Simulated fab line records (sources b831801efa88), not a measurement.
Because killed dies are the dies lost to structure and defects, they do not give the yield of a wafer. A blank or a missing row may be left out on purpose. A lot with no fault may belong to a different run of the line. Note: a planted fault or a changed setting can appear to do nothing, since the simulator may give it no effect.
2 desks looking at one fault || flow gf180mcu || only its own numbers are on each desk; what lay behind them is given at the end

FROM THE METROLOGY DESK
What the gauges read for every lot (on any tool): the sampled wafers with a number, averaged. The brackets show how far a lot's mean lies from the usual mean; more than 4 standard deviations puts the lot out of limits, marked OUT.
Columns: A = V2_OVL at GF_V2_OVL_MEAS_15, usual -1 nm
{"lot": "L145", "first seen here": "day 20 06:00", "A": -5}
{"lot": "L146", "first seen here": "day 20 13:27", "A": -4}
{"lot": "L147", "first seen here": "day 21 05:17", "A": 1}
{"lot": "L148", "first seen here": "day 21 06:48", "A": -7}
{"lot": "L149", "first seen here": "day 21 20:53", "A": 1}
{"lot": "L153", "first seen here": "day 23 09:34", "A": 0}
{"lot": "L155", "first seen here": "day 24 00:17", "A": 0}
{"lot": "L156", "first seen here": "day 24 15:34", "A": -4}
{"lot": "L161", "first seen here": "day 25 21:53", "A": -0}
{"lot": "L164", "first seen here": "day 26 18:05", "A": 8}
{"lot": "L165", "first seen here": "day 26 21:07", "A": 0}
{"lot": "L166", "first seen here": "day 27 12:45", "A": -2}
{"lot": "L167", "first seen here": "day 27 13:43", "A": -2}
{"lot": "L168", "first seen here": "day 28 11:16", "A": 1}
Finding of this desk: none of the 14 lots has anything out of limits.

AT THE TOOL OWNER'S DESK: litho_track-04
The tool's own readings at GF_M3_SOFTBAKE_10 (time 60 s): means of the sampled wafers that have a number, for each lot that ran on this tool. The brackets show how far a lot's mean lies from the usual mean; more than 4 standard deviations puts the lot out of limits, marked OUT.
Columns: A = run_length_s at GF_M3_SOFTBAKE_10, usual 88.94 s
{"lot": "L148", "first seen here": "day 21 19:59", "A": 88.77}
{"lot": "L149", "first seen here": "day 22 10:01", "A": 88.83}
{"lot": "L153", "first seen here": "day 23 22:55", "A": "89.96 (+6.0) OUT"}
{"lot": "L155", "first seen here": "day 24 11:56", "A": "89.87 (+5.4) OUT"}
{"lot": "L156", "first seen here": "day 25 02:38", "A": "90.25 (+7.7) OUT"}
{"lot": "L166", "first seen here": "day 27 23:43", "A": 88.90}
{"lot": "L167", "first seen here": "day 28 00:58", "A": 88.86}
This desk's verdict: out of limits on L153, L155, L156, starting with L153 at day 23 22:55 (run_length_s at GF_M3_SOFTBAKE_10). Within limits: L148, L149, L166, L167.

TAKEN TOGETHER
The tool owner's desk could have raised an alarm at day 23 22:55, on L153, L155, L156.
From the metrology desk's view, nothing was out of limits.
The metrology desk has L153, L155, L156 on record, within its limits.
Every lot named ran GF_M3_SOFTBAKE_10 on litho_track-04.

WHAT THE SIMULATOR HAD PUT IN
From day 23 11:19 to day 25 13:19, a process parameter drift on litho_track-04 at GF_M3_SOFTBAKE_10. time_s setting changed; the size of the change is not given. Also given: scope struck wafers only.
Shown lots that were struck: L153, L155, L156.
How many hours passed from the start of the fault until each desk's first out-of-limits reading: the tool owner's desk, 12.
